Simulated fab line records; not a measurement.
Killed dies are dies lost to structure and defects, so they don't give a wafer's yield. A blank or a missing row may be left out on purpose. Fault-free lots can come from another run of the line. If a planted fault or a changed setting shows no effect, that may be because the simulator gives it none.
fab line records || flow sfq-line
record {"lots": 14, "wafers": 42, "last-day": 82}
route steps=325 shown I0@54
lots that met no fault: from a run of the same line without faults
start-h: start of the lot's first displayed wafer, in hours after the record's first day || wait-h: how many hours have passed since the lot's step before this one || " same as the row above || L1.1+2: one row covering several wafers at once || - no value present, or no start provided || * or withheld: withheld || < > ~ a bound
route shown NAME@n: names a module that has steps shown in the file, with the first one's number in the route || usual: average and standard deviation across the fault-free wafers || same: alike in all rows || chamber/n: place in a boat || sites: the reading at each site || _std_site: the values' standard deviation || _edge_site: the outer-site mean with the inner-site mean subtracted || radius-mm: how far each site lies from the wafer's centre || mask NAME#n: copy n || behind: the most recent tool/chamber to have shaped the wafer || hold: reason for holding the lot/hours on hold/outcome of the hold || device: transistor that didn't switch, given as n, p or np || end of line: the route-end tests of the same wafers || a step without rows: its recipe alone || killed: the dies lost at the first sort to structure and to defects; this is not the yield of the wafer || map: dies across one wafer; x = killed, . = not, _ = none there
set.NAME: setting as actually run; set.NAME@STEP: the setting as run at that earlier step || model.NAME: the simulator's own value behind a step, which no gauge read
steps of the route over a sample of lots; a table a step, a row a wafer
services: from which hour (start-h, from the record's first day; less than 0 if before it) a tool's chamber was out of use, for how many hours, and why
## steps
# step SFQ_TRILAYER_I0_VIA_BARC_OPEN_VIA_ETCH_046
# recipe {"mask-material": "PR", "chemistry": "O2", "target-depth-nm": 125, "target": "BARC", "source-w": 500, "bias-w": 80, "pressure-mtorr": 30, "time-s": 41.7}
# usual {"drypump-motor-current-A": "5.7/0.57", "oes-product-au": "0.685/0.0042", "run-length-s": "70.0/0.45"}
{"lot.wafer": "L886.1", "tool": "rie-diel-04", "chamber": 2, "start-h": 239.26, "wait-h": 0.0, "drypump-motor-current-A": 5.7, "oes-product-au": 0.684, "rf-hours-counter-h": 114, "run-length-s": 70.8}
{"lot.wafer": "L886.2", "tool": "rie-diel-04", "chamber": 3, "start-h": 239.26, "wait-h": 0.0, "drypump-motor-current-A": 6.2, "oes-product-au": 0.688, "rf-hours-counter-h": 70, "run-length-s": 69.0}
{"lot.wafer": "L886.5", "tool": "rie-diel-04", "chamber": 2, "start-h": 239.26, "wait-h": 0.0, "drypump-motor-current-A": 5.6, "oes-product-au": 0.682, "rf-hours-counter-h": "-", "run-length-s": 70.5}
{"lot.wafer": "L887.1", "tool": "rie-diel-02", "chamber": 0, "start-h": 243.61, "wait-h": 0.0, "drypump-motor-current-A": 6.3, "oes-product-au": 0.691, "rf-hours-counter-h": 106, "run-length-s": 69.5}
{"lot.wafer": "L887.2", "tool": "rie-diel-02", "chamber": 1, "start-h": 243.61, "wait-h": 0.0, "drypump-motor-current-A": 4.8, "oes-product-au": 0.687, "rf-hours-counter-h": 95, "run-length-s": 69.9}
{"lot.wafer": "L887.3", "tool": "rie-diel-02", "chamber": 2, "start-h": 243.61, "wait-h": 0.0, "drypump-motor-current-A": 5.6, "oes-product-au": 0.679, "rf-hours-counter-h": 1, "run-length-s": 69.7}
{"lot.wafer": "L888.2", "tool": "rie-diel-02", "chamber": 1, "start-h": 247.21, "wait-h": 0.0, "drypump-motor-current-A": 4.8, "oes-product-au": 0.685, "rf-hours-counter-h": 95, "run-length-s": 70.1}
{"lot.wafer": "L888.4", "tool": "rie-diel-02", "chamber": 0, "start-h": 247.21, "wait-h": 0.0, "drypump-motor-current-A": 6.4, "oes-product-au": 0.684, "rf-hours-counter-h": "-", "run-length-s": 70.2}
{"lot.wafer": "L888.6", "tool": "rie-diel-02", "chamber": 1, "start-h": 247.21, "wait-h": 0.0, "drypump-motor-current-A": 4.8, "oes-product-au": 0.683, "rf-hours-counter-h": "-", "run-length-s": 70.2}
{"lot.wafer": "L891.4", "tool": "rie-diel-02", "chamber": 3, "start-h": 270.01, "wait-h": 0.0, "drypump-motor-current-A": 5.8, "oes-product-au": 0.687, "rf-hours-counter-h": 0, "run-length-s": 70.4}
{"lot.wafer": "L891.5", "tool": "rie-diel-02", "chamber": 2, "start-h": 270.01, "wait-h": 0.0, "drypump-motor-current-A": 5.6, "oes-product-au": 0.678, "rf-hours-counter-h": "-", "run-length-s": 70.3}
{"lot.wafer": "L891.6", "tool": "rie-diel-02", "chamber": 3, "start-h": 270.01, "wait-h": 0.0, "drypump-motor-current-A": 5.8, "oes-product-au": 0.680, "rf-hours-counter-h": "-", "run-length-s": 70.5}
{"lot.wafer": "L892.3", "tool": "rie-diel-04", "chamber": 3, "start-h": 273.61, "wait-h": 0.0, "drypump-motor-current-A": 6.3, "oes-product-au": 0.686, "rf-hours-counter-h": 71, "run-length-s": 69.0}
{"lot.wafer": "L892.4", "tool": "rie-diel-04", "chamber": 2, "start-h": 273.61, "wait-h": 0.0, "drypump-motor-current-A": 5.7, "oes-product-au": 0.678, "rf-hours-counter-h": 115, "run-length-s": 70.1}
{"lot.wafer": "L892.6", "tool": "rie-diel-04", "chamber": 3, "start-h": 273.61, "wait-h": 0.0, "drypump-motor-current-A": 6.2, "oes-product-au": 0.689, "rf-hours-counter-h": "-", "run-length-s": 68.9}
{"lot.wafer": "L897.2", "tool": "rie-diel-02", "chamber": 1, "start-h": 331.98, "wait-h": 0.0, "drypump-motor-current-A": 4.8, "oes-product-au": 0.667, "rf-hours-counter-h": 96, "run-length-s": 72.5}
{"lot.wafer": "L897.5", "tool": "rie-diel-02", "chamber": 2, "start-h": 331.98, "wait-h": 0.0, "drypump-motor-current-A": 5.6, "oes-product-au": 0.673, "rf-hours-counter-h": "-", "run-length-s": 72.5}
{"lot.wafer": "L897.6", "tool": "rie-diel-02", "chamber": 1, "start-h": 331.98, "wait-h": 0.0, "drypump-motor-current-A": 4.8, "oes-product-au": 0.666, "rf-hours-counter-h": "-", "run-length-s": 72.5}
{"lot.wafer": "L898.1", "tool": "rie-diel-02", "chamber": 2, "start-h": 340.38, "wait-h": 0.0, "drypump-motor-current-A": 5.6, "oes-product-au": 0.670, "rf-hours-counter-h": 3, "run-length-s": 72.4}
{"lot.wafer": "L898.3", "tool": "rie-diel-02", "chamber": 0, "start-h": 340.38, "wait-h": 0.0, "drypump-motor-current-A": 6.4, "oes-product-au": 0.667, "rf-hours-counter-h": 108, "run-length-s": 72.0}
{"lot.wafer": "L898.4", "tool": "rie-diel-02", "chamber": 1, "start-h": 340.38, "wait-h": 0.0, "drypump-motor-current-A": 4.8, "oes-product-au": 0.675, "rf-hours-counter-h": 96, "run-length-s": 72.4}
{"lot.wafer": "L900.2", "tool": "rie-diel-04", "chamber": 0, "start-h": 357.28, "wait-h": 0.0, "drypump-motor-current-A": 5.5, "oes-product-au": 0.696, "rf-hours-counter-h": 90, "run-length-s": 69.8}
{"lot.wafer": "L900.4", "tool": "rie-diel-04", "chamber": 3, "start-h": 357.28, "wait-h": 0.0, "drypump-motor-current-A": 6.2, "oes-product-au": 0.686, "rf-hours-counter-h": 72, "run-length-s": 69.4}
{"lot.wafer": "L900.5", "tool": "rie-diel-04", "chamber": 3, "start-h": 357.28, "wait-h": 0.0, "drypump-motor-current-A": 6.2, "oes-product-au": 0.689, "rf-hours-counter-h": "-", "run-length-s": 69.6}
{"lot.wafer": "L901.2", "tool": "rie-diel-04", "chamber": 3, "start-h": 364.28, "wait-h": 0.0, "drypump-motor-current-A": 6.3, "oes-product-au": 0.686, "rf-hours-counter-h": 72, "run-length-s": 68.9}
{"lot.wafer": "L901.5", "tool": "rie-diel-04", "chamber": 3, "start-h": 364.28, "wait-h": 0.0, "drypump-motor-current-A": 6.2, "oes-product-au": 0.686, "rf-hours-counter-h": "-", "run-length-s": 69.2}
{"lot.wafer": "L901.6", "tool": "rie-diel-04", "chamber": 0, "start-h": 364.28, "wait-h": 0.0, "drypump-motor-current-A": 5.5, "oes-product-au": 0.686, "rf-hours-counter-h": "-", "run-length-s": 70.0}
{"lot.wafer": "L903.3", "tool": "rie-diel-04", "chamber": 1, "start-h": 411.40, "wait-h": 0.0, "drypump-motor-current-A": 6.3, "oes-product-au": 0.686, "rf-hours-counter-h": 12, "run-length-s": 69.8}
{"lot.wafer": "L903.5", "tool": "rie-diel-04", "chamber": 0, "start-h": 411.40, "wait-h": 0.0, "drypump-motor-current-A": 5.5, "oes-product-au": 0.695, "rf-hours-counter-h": "-", "run-length-s": 70.5}
{"lot.wafer": "L903.6", "tool": "rie-diel-04", "chamber": 3, "start-h": 411.40, "wait-h": 0.0, "drypump-motor-current-A": 6.2, "oes-product-au": 0.685, "rf-hours-counter-h": "-", "run-length-s": 68.9}
{"lot.wafer": "L904.1", "tool": "rie-diel-04", "chamber": 1, "start-h": 418.60, "wait-h": 0.0, "drypump-motor-current-A": 6.2, "oes-product-au": 0.684, "rf-hours-counter-h": 12, "run-length-s": 69.6}
{"lot.wafer": "L904.2", "tool": "rie-diel-04", "chamber": 2, "start-h": 418.60, "wait-h": 0.0, "drypump-motor-current-A": 5.6, "oes-product-au": 0.686, "rf-hours-counter-h": 0, "run-length-s": 70.3}
{"lot.wafer": "L904.3", "tool": "rie-diel-04", "chamber": 0, "start-h": 418.60, "wait-h": 0.0, "drypump-motor-current-A": 5.6, "oes-product-au": 0.687, "rf-hours-counter-h": 91, "run-length-s": 70.4}
{"lot.wafer": "L905.1", "tool": "rie-diel-02", "chamber": 2, "start-h": 423.57, "wait-h": 0.0, "drypump-motor-current-A": 5.6, "oes-product-au": 0.692, "rf-hours-counter-h": 5, "run-length-s": 70.2}
{"lot.wafer": "L905.5", "tool": "rie-diel-02", "chamber": 0, "start-h": 423.57, "wait-h": 0.0, "drypump-motor-current-A": 6.3, "oes-product-au": 0.689, "rf-hours-counter-h": "-", "run-length-s": 69.6}
{"lot.wafer": "L905.6", "tool": "rie-diel-02", "chamber": 3, "start-h": 423.57, "wait-h": 0.0, "drypump-motor-current-A": 5.8, "oes-product-au": 0.684, "rf-hours-counter-h": "-", "run-length-s": 70.0}
{"lot.wafer": "L906.1", "tool": "rie-diel-02", "chamber": 3, "start-h": 430.61, "wait-h": 0.0, "drypump-motor-current-A": 5.8, "oes-product-au": 0.680, "rf-hours-counter-h": 2, "run-length-s": 70.2}
{"lot.wafer": "L906.3", "tool": "rie-diel-02", "chamber": 0, "start-h": 430.61, "wait-h": 0.0, "drypump-motor-current-A": 6.4, "oes-product-au": 0.685, "rf-hours-counter-h": 109, "run-length-s": 69.5}
{"lot.wafer": "L906.5", "tool": "rie-diel-02", "chamber": 0, "start-h": 430.61, "wait-h": 0.0, "drypump-motor-current-A": 6.4, "oes-product-au": 0.690, "rf-hours-counter-h": "-", "run-length-s": 69.7}
{"lot.wafer": "L908.2", "tool": "rie-diel-02", "chamber": 0, "start-h": 446.20, "wait-h": 0.0, "drypump-motor-current-A": 6.4, "oes-product-au": 0.679, "rf-hours-counter-h": 109, "run-length-s": 69.6}
{"lot.wafer": "L908.4", "tool": "rie-diel-02", "chamber": 2, "start-h": 446.20, "wait-h": 0.0, "drypump-motor-current-A": 5.6, "oes-product-au": 0.690, "rf-hours-counter-h": 5, "run-length-s": 69.7}
{"lot.wafer": "L908.6", "tool": "rie-diel-02", "chamber": 0, "start-h": 446.20, "wait-h": 0.0, "drypump-motor-current-A": 6.4, "oes-product-au": 0.685, "rf-hours-counter-h": "-", "run-length-s": 69.7}
## services
{"tool": "rie-diel-02", "chamber": 0, "start-h": 219.41, "hours": 14.0, "kind": "repair"}
{"tool": "rie-diel-02", "chamber": 3, "start-h": 237.89, "hours": "-", "kind": "clean"}
{"tool": "rie-diel-02", "chamber": 3, "start-h": 237.89, "hours": 22.3, "kind": "scheduled-down"}
{"tool": "rie-diel-02", "chamber": 3, "start-h": 237.89, "hours": 22.3, "kind": "vent-cycle"}
{"tool": "rie-diel-02", "chamber": "-", "start-h": 245.14, "hours": 1.8, "kind": "repair"}
{"tool": "rie-diel-04", "chamber": 2, "start-h": 298.38, "hours": 15.2, "kind": "repair"}
{"tool": "rie-diel-02", "chamber": 1, "start-h": 309.45, "hours": 7.7, "kind": "repair"}
{"tool": "rie-diel-02", "chamber": 3, "start-h": 324.37, "hours": 6.3, "kind": "repair"}
{"tool": "rie-diel-02", "chamber": "-", "start-h": 353.20, "hours": 1.9, "kind": "repair"}
{"tool": "rie-diel-04", "chamber": 2, "start-h": 358.93, "hours": 8.1, "kind": "repair"}
{"tool": "rie-diel-04", "chamber": 2, "start-h": 398.03, "hours": "-", "kind": "clean"}
{"tool": "rie-diel-04", "chamber": 2, "start-h": 398.03, "hours": 18.8, "kind": "scheduled-down"}
{"tool": "rie-diel-04", "chamber": 2, "start-h": 398.03, "hours": 18.8, "kind": "vent-cycle"}
{"tool": "rie-diel-02", "chamber": 0, "start-h": 416.20, "hours": 3.7, "kind": "repair"}
{"tool": "rie-diel-02", "chamber": 3, "start-h": 423.94, "hours": 5.3, "kind": "repair"}
## key
first-sign {"step": "SFQ_TRILAYER_I0_VIA_BARC_OPEN_VIA_ETCH_046", "reading": "run-length-s", "direction": "up", "sigmas": 5.4, "usual": "*", "struck": "*"}
effect {"step": "SFQ_TRILAYER_I0_VIA_BARC_OPEN_VIA_ETCH_046", "reading": "oes-product-au", "direction": "down", "sigmas": 3.7, "usual": 0.685, "struck": 0.670}
met-at SFQ_TRILAYER_I0_VIA_BARC_OPEN_VIA_ETCH_046
struck-lots L897,L898
onset-between 270.01 331.98
fault {"kind": "process-parameter-drift", "tool": "rie-diel-02", "chamber": "-", "onset-h": 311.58, "steps": "SFQ_TRILAYER_I0_VIA_BARC_OPEN_VIA_ETCH_046", "channel": "time-s", "offset": "*", "shape": "step", "end-h": 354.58, "acts-in": "*", "stated": "*"}
